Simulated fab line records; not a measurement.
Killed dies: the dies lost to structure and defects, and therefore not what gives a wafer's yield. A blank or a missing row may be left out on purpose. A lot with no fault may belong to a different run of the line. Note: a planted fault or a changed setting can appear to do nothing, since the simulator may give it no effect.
The same fault as seen by 2 desks -- flow sky130 -- only its own numbers are on each desk; what lay behind them is given at the end

== AT THE TOOL OWNER'S DESK: hdpcvd-01 ==
The tool's own readings at SKY_VIA4_HDPCVD_00 (deposits SiO2, target thk 1750 nm, time 291.7 s): means of the sampled wafers that have a number, for each lot that ran on this tool. If a lot's mean is further than 4 standard deviations from the usual mean, the lot is out of limits and carries the mark OUT (the distance appears in the brackets).
Columns: A = pressure-mtorr at SKY_VIA4_HDPCVD_00, usual 6.000 mTorr
lot,first seen here,A
L997,day 43 19:34,5.999
L998,day 43 22:35,6.001
L107,day 46 12:41,6.002
L109,day 47 04:35,6.004
L111,day 47 06:23,5.996
L110,day 47 06:50,6.025
L112,day 47 12:56,5.998
Result from this desk: across the 7 lots, nothing is out of limits.

== METROLOGY DESK ==
What the gauges read for every lot (on any tool): the sampled wafers with a number, averaged. If a lot's mean is further than 4 standard deviations from the usual mean, the lot is out of limits and carries the mark OUT (the distance appears in the brackets).
Columns: A = CAP2M_OVL at SKY_CAP2M_OVL_MEAS_12, usual 0.9 nm; B = VIA4_HDPCVD_THK at SKY_VIA4_THK_MEAS_01, usual 1743 nm; C = VIA4_OVL at SKY_VIA4_OVL_MEAS_11, usual -0.1 nm
lot,first seen here,A,B,C
L990,day 40 13:33,0.6,1754,-0.1
L995,day 42 15:15,3.2,1739,1.6
L997,day 42 18:35,2.9,803 (-52) OUT,0.5
L998,day 42 21:50,-0.3,1117 (-35) OUT,-0.4
L101,day 43 19:25,-0.8,1759,2.2
L105,day 44 21:38,1.3,1740,-0.4
L107,day 45 14:18,0.6,1721,-1.7
L108,day 46 05:10,0.6,1743,0.3
L109,day 46 05:27,0.4,1752,-1.9
L111,day 46 07:48,1.2,1726,-0.3
L110,day 46 09:11,-0.1,1727,-1.1
L112,day 46 14:20,-0.0,1747,-2.4
L113,day 46 19:53,-0.0,1749,-2.3
This desk finds L997, L998 out of limits, with the earliest case on L997 at day 43 19:44 (VIA4_HDPCVD_THK at SKY_VIA4_THK_MEAS_01). L990, L995, L101, L105, L107, L108, L109, L111, L110, L112, L113: within limits.

== BROUGHT TOGETHER ==
On L997, L998, the metrology desk was in a position to raise an alarm at day 43 19:44.
The desk of the tool owner found nothing out of limits.
The tool owner's desk has L997, L998 on record, within its limits.
SKY_VIA4_HDPCVD_00 was run on hdpcvd-01 by each of the lots named.

== WHAT WAS PUT IN BY THE SIMULATOR ==
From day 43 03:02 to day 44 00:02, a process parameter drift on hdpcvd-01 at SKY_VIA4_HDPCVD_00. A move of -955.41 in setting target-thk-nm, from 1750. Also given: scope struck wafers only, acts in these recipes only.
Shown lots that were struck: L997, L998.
Per desk, hours elapsed from the start of the fault to the first reading out of limits: for the metrology desk, 17.
